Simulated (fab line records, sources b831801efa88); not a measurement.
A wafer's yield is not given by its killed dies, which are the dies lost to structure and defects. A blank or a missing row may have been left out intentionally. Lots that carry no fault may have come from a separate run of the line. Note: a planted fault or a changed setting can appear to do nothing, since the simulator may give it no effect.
What tool caused it? | flow gf180mcu | 6 lots, 18 wafers sampled, at 3 steps of a route of 602

== WHAT EACH GAUGE READ, for each wafer ==
GF_PSD_RS_MEAS_15: a four-point-probe measurement.
lot  | measured     | on            | PSD_RS (ohm/sq)
L441 | day 14 18:05 | film metro-01 | 108.2 108.2 107.9
L446 | day 16 12:37 | film metro-01 | 108.5 108.7 108.1
L448 | day 17 10:29 | film metro-01 | 109.1 108.8 109.1
L450 | day 18 09:44 | film metro-03 | 108.4 108.5 108.5
L458 | day 20 21:14 | film metro-03 | 108.8 108.2 108.8
L461 | day 21 18:56 | film metro-01 | 110.1 110.2 110.3

== WHAT TOOL EACH LOT RAN ON (gives the tool, then ch and the chambers of the sampled wafers, and finally the start) ==
lot  | GF_PSD_IMPLANT_09               | GF_PSD_STRIP_10
L441 | implanter-01 ch 0, day 14 17:31 | plasma asher-01 ch 0,1, day 14 17:40
L446 | implanter-03 ch 0, day 16 12:03 | plasma asher-02 ch 0,1, day 16 12:10
L448 | implanter-03 ch 0, day 17 09:55 | plasma asher-02 ch 0,1, day 17 10:03
L450 | implanter-03 ch 0, day 18 09:09 | plasma asher-01 ch 0,1, day 18 09:18
L458 | implanter-04 ch 0, day 20 20:40 | plasma asher-01 ch 0,1, day 20 20:49
L461 | implanter-03 ch 0, day 21 18:22 | plasma asher-02 ch 0,1, day 21 18:30
- GF_PSD_IMPLANT_09
- GF_PSD_STRIP_10: strips in O2/N2.

== THE ANSWER, worked out from the rows above alone ==
Rule: what is usual is taken from the lots themselves. The widest of any qualifying gaps counts: lots, ordered by their means at a reading, are off when they make up no more than a third of the lots, leave a main group of 4 or more, and stand apart from it by 3 or more times the standard deviation of that group's means. Not used: any main group whose means are identical at the precision the tables above print for the reading. Also off: a lot with no number at a reading for which 4 or more lots have one. Any other lot the step has rows for is counted as sound.
Off: L461, seen at GF_PSD_RS_MEAS_15 (PSD_RS). The main group has a mean of 108.5 ohm/sq with a standard deviation of 0.29.
A tool fits if, at a process step before that reading, it ran every lot that is off, and no sound lot after the first of them. Gauges at GF_PSD_RS_MEAS_15: tried the same way as those tools. Can't be told from this: 3 tools fit, implanter-03 at GF_PSD_IMPLANT_09, plasma asher-02 at GF_PSD_STRIP_10, film metro-01 at GF_PSD_RS_MEAS_15.

== WHAT THE SIMULATOR HAD PUT IN ==
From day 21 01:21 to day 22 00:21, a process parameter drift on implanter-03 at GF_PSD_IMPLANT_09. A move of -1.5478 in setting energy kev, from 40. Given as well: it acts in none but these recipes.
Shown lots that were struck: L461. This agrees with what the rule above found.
